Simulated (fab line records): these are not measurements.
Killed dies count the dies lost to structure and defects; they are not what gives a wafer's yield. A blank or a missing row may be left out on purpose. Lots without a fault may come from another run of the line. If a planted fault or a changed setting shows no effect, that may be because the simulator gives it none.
The tool behind it: which one? :: flow sky130 :: 39 wafers from 13 lots sampled at 5 of the route's 708 steps

WHAT THE GAUGES SHOWED, per wafer
SKY_PWDE_OVL_MEAS_07.
lot: L416
measured: day 2 18:01
on: overlay-01
PWDE_OVL (nm): -2.4 -2.0 -2.3

lot: L419
measured: day 4 07:58
on: overlay-01
PWDE_OVL (nm): -2.1 -2.5 -2.6

lot: L424
measured: day 5 18:46
on: overlay-01
PWDE_OVL (nm): 0.6 0.5 -1.6

lot: L428
measured: day 6 17:40
on: overlay-02
PWDE_OVL (nm): -1.6 0.5 -0.6

lot: L429
measured: day 6 23:35
on: overlay-01
PWDE_OVL (nm): -2.1 -0.3 -0.8

lot: L430
measured: day 7 02:46
on: overlay-01
PWDE_OVL (nm): -0.5 -1.4 -0.2

lot: L433
measured: day 8 03:25
on: overlay-01
PWDE_OVL (nm): -2.1 -1.6 -1.8

lot: L434
measured: day 8 06:23
on: overlay-01
PWDE_OVL (nm): 0.5 0.9 0.3

lot: L435
measured: day 8 10:43
on: overlay-01
PWDE_OVL (nm): -2.4 -0.1 -1.3

lot: L436
measured: day 8 23:49
on: overlay-02
PWDE_OVL (nm): -1.9 -2.5 -2.9

lot: L438
measured: day 9 12:28
on: overlay-02
PWDE_OVL (nm): 0.2 -0.7 -0.4

lot: L437
measured: day 9 13:07
on: overlay-02
PWDE_OVL (nm): -0.4 -0.3 0.4

lot: L439
measured: day 9 21:07
on: overlay-02
PWDE_OVL (nm): -0.5 -0.6 -0.8

SKY_VT_ADJUST_HVTP_CD_MEAS_07 targets a cd of 380 nm.
lot: L416
measured: day 4 20:40
on: cdSem-02
cdNm (nm): 380.4 379.0 379.6

lot: L419
measured: day 6 17:24
on: cdSem-01
cdNm (nm): 380.7 381.2 381.4

lot: L424
measured: day 8 06:46
on: cdSem-01
cdNm (nm): 379.9 377.9 378.0

lot: L428
measured: day 9 09:19
on: cdSem-02
cdNm (nm): 376.5 377.0 376.5

lot: L429
measured: day 9 14:02
on: cdSem-01
cdNm (nm): 378.8 378.0 378.9

lot: L430
measured: day 9 20:15
on: cdSem-01
cdNm (nm): 379.4 377.8 380.6

lot: L433
measured: day 10 23:02
on: cdSem-02
cdNm (nm): 382.3 385.9 382.2

lot: L434
measured: day 11 03:50
on: cdSem-01
cdNm (nm): 379.2 379.4 382.5

lot: L435
measured: day 11 09:45
on: cdSem-01
cdNm (nm): 379.4 376.7 377.9

lot: L436
measured: day 11 23:31
on: cdSem-01
cdNm (nm): 383.0 384.6 383.3

lot: L438
measured: day 12 14:06
on: cdSem-01
cdNm (nm): 379.6 381.9 377.0

lot: L437
measured: day 12 14:59
on: cdSem-01
cdNm (nm): 380.6 383.1 379.3

lot: L439
measured: day 13 00:28
on: cdSem-02
cdNm (nm): 380.5 378.1 379.2

SKY_VT_ADJUST_HVTP_TW_MEAS_11.
lot: L416
measured: day 4 21:04
on: filmMetro-03
VT_ADJUST_HVTP_TW: 1354 1346 1360

lot: L419
measured: day 6 17:49
on: filmMetro-04
VT_ADJUST_HVTP_TW: 1526 1521 1516

lot: L424
measured: day 8 07:10
on: filmMetro-02
VT_ADJUST_HVTP_TW: 1552 1556 1550

lot: L428
measured: day 9 09:44
on: filmMetro-02
VT_ADJUST_HVTP_TW: 1382 1381 1388

lot: L429
measured: day 9 14:26
on: filmMetro-04
VT_ADJUST_HVTP_TW: 1364 1354 1353

lot: L430
measured: day 9 20:40
on: filmMetro-02
VT_ADJUST_HVTP_TW: 1382 1386 1378

lot: L433
measured: day 10 23:26
on: filmMetro-04
VT_ADJUST_HVTP_TW: 1374 1369 1374

lot: L434
measured: day 11 04:14
on: filmMetro-03
VT_ADJUST_HVTP_TW: 1351 1350 1346

lot: L435
measured: day 11 10:10
on: filmMetro-04
VT_ADJUST_HVTP_TW: 1361 1363 1360

lot: L436
measured: day 11 23:56
on: filmMetro-02
VT_ADJUST_HVTP_TW: 1369 1376 1372

lot: L438
measured: day 12 14:31
on: filmMetro-02
VT_ADJUST_HVTP_TW: 1375 1371 1372

lot: L437
measured: day 12 15:23
on: filmMetro-02
VT_ADJUST_HVTP_TW: 1367 1386 1376

lot: L439
measured: day 13 00:52
on: filmMetro-04
VT_ADJUST_HVTP_TW: 1358 1364 1367

SKY_VT_ADJUST_HVTR_OVL_MEAS_08.
lot: L416
measured: day 8 01:53
on: overlay-01
VT_ADJUST_HVTR_OVL (nm): 0.4 -1.4 -1.8

lot: L419
measured: day 10 07:02
on: overlay-01
VT_ADJUST_HVTR_OVL (nm): 0.5 -1.8 -0.1

lot: L424
measured: day 12 04:11
on: overlay-01
VT_ADJUST_HVTR_OVL (nm): -0.3 -1.0 0.2

lot: L428
measured: day 13 10:58
on: overlay-01
VT_ADJUST_HVTR_OVL (nm): 0.4 -1.5 -2.0

lot: L429
measured: day 13 18:05
on: overlay-02
VT_ADJUST_HVTR_OVL (nm): -1.4 -0.7 -1.3

lot: L430
measured: day 13 23:46
on: overlay-01
VT_ADJUST_HVTR_OVL (nm): -2.3 -2.7 -1.2

lot: L433
measured: day 15 04:59
on: overlay-01
VT_ADJUST_HVTR_OVL (nm): -0.6 -1.6 -1.0

lot: L434
measured: day 15 11:59
on: overlay-01
VT_ADJUST_HVTR_OVL (nm): -0.3 0.7 0.5

lot: L435
measured: day 15 18:05
on: overlay-02
VT_ADJUST_HVTR_OVL (nm): -1.5 -4.3 -1.6

lot: L436
measured: day 16 08:26
on: overlay-01
VT_ADJUST_HVTR_OVL (nm): 0.6 1.3 1.0

lot: L438
measured: day 17 02:38
on: overlay-01
VT_ADJUST_HVTR_OVL (nm): -1.1 -1.0 -1.9

lot: L437
measured: day 17 03:47
on: overlay-02
VT_ADJUST_HVTR_OVL (nm): 0.3 -0.2 -0.3

lot: L439
measured: day 17 11:55
on: overlay-02
VT_ADJUST_HVTR_OVL (nm): 0.0 0.3 -0.3

TOOL THAT RAN EACH LOT (tool first, then ch and the chambers of the sampled wafers, then the start)
lot: L416
SKY_VT_ADJUST_HVTP_IMPLANT_09: implanter-01 ch 0, day 4 20:49

lot: L419
SKY_VT_ADJUST_HVTP_IMPLANT_09: implanter-01 ch 0, day 6 17:34

lot: L424
SKY_VT_ADJUST_HVTP_IMPLANT_09: implanter-01 ch 0, day 8 06:56

lot: L428
SKY_VT_ADJUST_HVTP_IMPLANT_09: implanter-04 ch 0, day 9 09:29

lot: L429
SKY_VT_ADJUST_HVTP_IMPLANT_09: implanter-04 ch 0, day 9 14:11

lot: L430
SKY_VT_ADJUST_HVTP_IMPLANT_09: implanter-03 ch 0, day 9 20:25

lot: L433
SKY_VT_ADJUST_HVTP_IMPLANT_09: implanter-03 ch 0, day 10 23:11

lot: L434
SKY_VT_ADJUST_HVTP_IMPLANT_09: implanter-04 ch 0, day 11 03:59

lot: L435
SKY_VT_ADJUST_HVTP_IMPLANT_09: implanter-03 ch 0, day 11 09:55

lot: L436
SKY_VT_ADJUST_HVTP_IMPLANT_09: implanter-04 ch 0, day 11 23:41

lot: L438
SKY_VT_ADJUST_HVTP_IMPLANT_09: implanter-01 ch 0, day 12 14:16

lot: L437
SKY_VT_ADJUST_HVTP_IMPLANT_09: implanter-03 ch 0, day 12 15:08

lot: L439
SKY_VT_ADJUST_HVTP_IMPLANT_09: implanter-03 ch 0, day 13 00:37
- SKY_VT_ADJUST_HVTP_IMPLANT_09

AS READ BY THE TOOLS THEMSELVES (means over the sampled wafers that have a number; for cases with no such wafer, the mark the record gives instead)
SKY_VT_ADJUST_HVTP_IMPLANT_09.
lot: L416
tool: implanter-01
doseIonsCm2: 4.3e+12
faradayCurrentUA: 24.3

lot: L419
tool: implanter-01
doseIonsCm2: 6.2e+12
faradayCurrentUA: 35.5

lot: L424
tool: implanter-01
doseIonsCm2: 6.2e+12
faradayCurrentUA: 34.7

lot: L428
tool: implanter-04
doseIonsCm2: 4.3e+12
faradayCurrentUA: 24.2

lot: L429
tool: implanter-04
doseIonsCm2: 4.3e+12
faradayCurrentUA: 24.1

lot: L430
tool: implanter-03
doseIonsCm2: 4.3e+12
faradayCurrentUA: 24.6

lot: L433
tool: implanter-03
doseIonsCm2: 4.3e+12
faradayCurrentUA: 24.5

lot: L434
tool: implanter-04
doseIonsCm2: 4.3e+12
faradayCurrentUA: 24.7

lot: L435
tool: implanter-03
doseIonsCm2: 4.3e+12
faradayCurrentUA: 24.3

lot: L436
tool: implanter-04
doseIonsCm2: 4.3e+12
faradayCurrentUA: 24.7

lot: L438
tool: implanter-01
doseIonsCm2: 4.3e+12
faradayCurrentUA: 24.7

lot: L437
tool: implanter-03
doseIonsCm2: 4.3e+12
faradayCurrentUA: 24.0

lot: L439
tool: implanter-03
doseIonsCm2: 4.3e+12
faradayCurrentUA: 24.6

THE ANSWER, worked out from the rows above alone
Rule: what is usual is taken from the lots themselves. The widest of any qualifying gaps counts: lots, ordered by their means at a reading, are off when they make up no more than a third of the lots, leave a main group of 4 or more, and stand apart from it by 3 or more times the standard deviation of that group's means. The tables above print the reading to a certain number of digits; a main group whose means all agree to those digits is not used. A lot without any number at a reading at which 4 lots or more have one is off too. Any other lot the step has rows for is counted as sound. After the gauges, taken in route order, come the tools' own readings; for these a lot's mean is taken, as printed above. At the first step where some lot is off, the reading lying furthest off is the one used; lots without a number count as furthest.
Off: L419, L424, seen at SKY_VT_ADJUST_HVTP_TW_MEAS_11 (VT_ADJUST_HVTP_TW). The main group: mean 1368, standard deviation 11.
A tool fits if, at a process step before that reading, it ran every lot that is off, and no sound lot after the first of them. The gauges at SKY_VT_ADJUST_HVTP_TW_MEAS_11 aren't tried: what is off there is off at SKY_VT_ADJUST_HVTP_IMPLANT_09 too, on other tools, and a gauge's error can't cause that. No candidate that was tried fits.

WHAT HAD BEEN PUT IN BY THE SIMULATOR
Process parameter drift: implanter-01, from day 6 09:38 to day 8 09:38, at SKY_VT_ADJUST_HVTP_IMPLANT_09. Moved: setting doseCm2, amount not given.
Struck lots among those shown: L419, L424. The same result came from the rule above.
